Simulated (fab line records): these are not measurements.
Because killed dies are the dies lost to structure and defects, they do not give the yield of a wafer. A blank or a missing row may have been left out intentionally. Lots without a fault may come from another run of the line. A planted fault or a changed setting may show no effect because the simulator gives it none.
The tool behind it: which one? ; flow gf180mcu ; 24 lots, 72 wafers sampled, at 5 steps of a route of 602

== WHAT THE GAUGES READ, wafer by wafer ==
GF_POLY_GATE_CD_MEAS_18.
lot;measured;on;cdNm (nm)
L074;day 9 10:30;cdSem-01;280.5 280.8 278.8
L075;day 9 10:32;cdSem-02;280.1 280.3 279.3
L076;day 9 18:26;cdSem-02;277.7 278.9 277.7
L077;day 10 05:50;cdSem-01;278.2 279.2 280.4
L078;day 10 09:57;cdSem-01;281.0 280.8 281.1
L079;day 10 14:04;cdSem-01;282.2 282.3 282.0
L080;day 11 01:17;cdSem-01;280.1 280.5 281.0
L081;day 11 05:08;cdSem-01;278.9 279.8 279.4
L082;day 11 12:14;cdSem-02;278.9 277.5 276.7
L083;day 11 18:08;cdSem-02;278.1 279.4 278.1
L084;day 12 02:18;cdSem-02;279.5 278.3 277.9
L085;day 12 11:59;cdSem-01;279.7 280.2 281.1
L086;day 12 14:31;cdSem-01;281.4 280.3 280.7
L087;day 13 09:49;cdSem-02;280.3 279.3 281.5
L088;day 13 15:03;cdSem-02;281.4 283.3 280.2
L089;day 13 22:57;cdSem-02;280.1 278.0 280.5
L090;day 14 04:31;cdSem-01;281.7 280.4 280.3
L091;day 14 08:19;cdSem-01;280.8 280.0 282.0
L092;day 14 17:31;cdSem-02;281.3 280.6 281.8
L093;day 15 02:58;cdSem-01;280.1 281.3 279.6
L094;day 15 05:19;cdSem-01;278.2 279.5 279.2
L095;day 15 12:14;cdSem-02;282.9 283.2 283.3
L096;day 16 08:53;cdSem-01;279.6 279.8 279.4
L097;day 16 11:32;cdSem-02;277.9 280.2 278.1

GF_HV_LDD_OVL_MEAS_20.
lot;measured;on;HV_LDD_01_OVL (nm)
L074;day 10 22:03;overlay-02;0.5 0.6 0.5
L075;day 10 22:21;overlay-02;1.1 -1.8 -0.8
L076;day 11 06:18;overlay-02;-1.0 1.6 0.3
L077;day 11 18:54;overlay-01;-0.6 1.0 0.6
L078;day 11 22:42;overlay-01;-0.8 -2.8 -1.5
L079;day 12 03:24;overlay-01;1.5 -1.1 1.5
L080;day 12 16:00;overlay-01;-0.8 -2.3 1.5
L081;day 12 18:51;overlay-01;-0.6 -1.4 -0.6
L082;day 13 02:15;overlay-02;-1.4 -2.0 -0.7
L083;day 13 09:24;overlay-01;-1.8 -2.2 -1.4
L084;day 13 17:23;overlay-02;-2.8 -1.6 -3.5
L085;day 14 03:44;overlay-01;-1.2 0.1 -0.9
L086;day 14 06:37;overlay-02;-1.6 -0.9 -1.1
L087;day 15 02:27;overlay-01;0.3 0.9 1.2
L088;day 15 08:13;overlay-02;0.5 -1.2 1.6
L089;day 15 16:48;overlay-01;3.2 1.4 0.1
L090;day 15 23:20;overlay-02;-1.8 -1.4 -0.5
L091;day 16 04:01;overlay-01;-3.1 -1.8 -1.4
L092;day 16 13:54;overlay-02;-2.9 -3.4 -1.8
L093;day 17 00:25;overlay-02;-3.4 0.0 -1.6
L094;day 17 02:03;overlay-01;-2.5 -2.2 -1.8
L095;day 17 08:52;overlay-01;-0.5 -1.4 -0.5
L096;day 18 05:35;overlay-02;-1.2 1.1 0.3
L097;day 18 09:18;overlay-02;-0.2 0.5 -1.9

GF_NSD_OVL_MEAS_08.
lot;measured;on;NSD_OVL (nm)
L074;day 13 12:15;overlay-01;0.2 -2.3 -0.9
L075;day 13 12:49;overlay-01;1.0 0.5 0.4
L076;day 13 21:09;overlay-02;-2.7 -3.5 -1.7
L077;day 14 10:18;overlay-02;1.3 2.2 2.9
L078;day 14 13:27;overlay-02;-0.2 0.8 1.1
L079;day 14 20:34;overlay-02;-2.4 -1.8 -0.7
L080;day 15 09:48;overlay-02;-1.2 -0.2 -0.7
L081;day 15 12:20;overlay-02;-0.4 -1.7 -1.2
L082;day 15 21:11;overlay-02;0.9 0.3 -0.3
L083;day 16 03:09;overlay-01;-1.4 -0.7 -2.1
L084;day 16 13:53;overlay-01;2.4 2.6 -0.7
L085;day 17 00:41;overlay-01;-1.1 -1.3 1.5
L086;day 17 03:01;overlay-02;2.2 2.5 0.6
L087;day 18 02:34;overlay-01;0.0 -1.8 -2.7
L088;day 18 06:37;overlay-01;-1.1 -1.8 -2.0
L089;day 18 16:39;overlay-02;-1.3 0.8 0.9
L090;day 19 00:07;overlay-01;0.1 1.5 0.5
L091;day 19 04:25;overlay-01;1.6 0.1 -0.2
L092;day 19 14:50;overlay-02;0.3 -0.1 -0.2
L093;day 20 06:09;overlay-01;-0.8 0.5 1.0
L094;day 20 06:28;overlay-01;0.1 -0.5 -0.3
L095;day 20 11:30;overlay-02;0.5 1.3 -0.3
L096;day 21 10:03;overlay-02;0.6 1.1 2.3
L097;day 21 14:03;overlay-02;0.5 1.1 1.9

GF_V4_THK_MEAS_01.
lot;measured;on;V4_CVD_00_THK (nm)
L074;day 23 11:26;filmMetro-01;595 594 590
L075;day 23 13:04;filmMetro-02;587 595 589
L076;day 23 22:04;filmMetro-04;596 593 593
L077;day 24 15:02;filmMetro-04;595 596 595
L078;day 24 15:18;filmMetro-04;603 606 601
L079;day 24 23:04;filmMetro-02;607 598 605
L080;day 25 12:49;filmMetro-04;592 594 597
L081;day 25 15:26;filmMetro-04;607 600 609
L082;day 25 22:47;filmMetro-02;594 603 596
L083;day 26 06:24;filmMetro-02;602 608 605
L084;day 26 16:01;filmMetro-01;609 610 607
L085;day 27 02:03;filmMetro-02;591 594 603
L086;day 27 05:13;filmMetro-04;594 603 598
L087;day 28 00:13;filmMetro-02;591 591 589
L088;day 28 04:46;filmMetro-01;601 601 608
L089;day 28 09:58;filmMetro-01;607 600 608
L090;day 28 19:01;filmMetro-04;601 601 602
L091;day 28 22:50;filmMetro-04;593 586 589
L092;day 29 06:51;filmMetro-01;595 586 597
L093;day 29 17:26;filmMetro-04;601 603 600
L094;day 29 18:32;filmMetro-01;599 600 607
L095;day 29 23:46;filmMetro-02;602 614 599
L096;day 30 16:12;filmMetro-02;598 596 601
L097;day 30 19:20;filmMetro-04;608 601 603

== EACH LOT AND THE TOOL THAT RAN IT (in order: tool; ch and the chambers of the sampled wafers; start) ==
lot;GF_M2_SPUTTER_03
L074;pvdSputter-01, day 18 05:18
L075;pvdSputter-03, day 18 06:31
L076;pvdSputter-04, day 18 17:22
L077;pvdSputter-03, day 19 11:02
L078;pvdSputter-01, day 19 12:23
L079;pvdSputter-04, day 19 21:14
L080;pvdSputter-01, day 20 11:50
L081;pvdSputter-01, day 20 15:05
L082;pvdSputter-03, day 21 00:57
L083;pvdSputter-01, day 21 07:32
L084;pvdSputter-01, day 21 19:20
L085;pvdSputter-04, day 22 06:18
L086;pvdSputter-01, day 22 09:53
L087;pvdSputter-04, day 23 07:23
L088;pvdSputter-03, day 23 11:56
L089;pvdSputter-01, day 23 18:55
L090;pvdSputter-04, day 24 04:29
L091;pvdSputter-04, day 24 08:41
L092;pvdSputter-03, day 24 17:32
L093;pvdSputter-01, day 25 06:48
L094;pvdSputter-03, day 25 07:20
L095;pvdSputter-03, day 25 12:54
L096;pvdSputter-03, day 26 07:54
L097;pvdSputter-04, day 26 11:47
- GF_M2_SPUTTER_03: material Ti, target thk 10 nm, time 6.7 s.

== WHAT THE TOOLS THEMSELVES READ (means of the sampled wafers that have a number; where no wafer has one, the mark that the record gives instead) ==
GF_M2_SPUTTER_03.
lot;tool;throttleValvePct (%)
L074;pvdSputter-01;30.6
L075;pvdSputter-03;29.1
L076;pvdSputter-04;29.6
L077;pvdSputter-03;29.1
L078;pvdSputter-01;29.8
L079;pvdSputter-04;28.8
L080;pvdSputter-01;29.8
L081;pvdSputter-01;30.0
L082;pvdSputter-03;29.0
L083;pvdSputter-01;30.1
L084;pvdSputter-01;30.5
L085;pvdSputter-04;28.8
L086;pvdSputter-01;30.1
L087;pvdSputter-04;29.2
L088;pvdSputter-03;29.1
L089;pvdSputter-01;29.2
L090;pvdSputter-04;29.4
L091;pvdSputter-04;29.6
L092;pvdSputter-03;29.1
L093;pvdSputter-01;30.6
L094;pvdSputter-03;29.2
L095;pvdSputter-03;28.9
L096;pvdSputter-03;28.9
L097;pvdSputter-04;30.0

== THE ANSWER, worked out from the rows above alone ==
Rule: the lots themselves supply what counts as usual. Put in order of their means at a reading, lots are off if they are a third of the lots or fewer, leave a main group of 4 or more, and stand apart from it by a gap of 3 or more times the standard deviation of the main group's means; of several such gaps the widest counts. A main group is skipped when, at the precision printed for the reading in the tables above, its means are all equal. A lot without any number at a reading at which 4 lots or more have one is off too. All remaining lots with rows at the step are treated as sound. Order of review: gauges by route order, followed by the tools' own readings, for which a lot's mean as printed above is used. The first step at which some lot is off is used, and at that step the reading that is off furthest; a lot without a number counts as furthest.
Across all readings shown, no lot is off: no conclusion can be drawn from this.

== WHAT WAS PUT IN BY THE SIMULATOR ==
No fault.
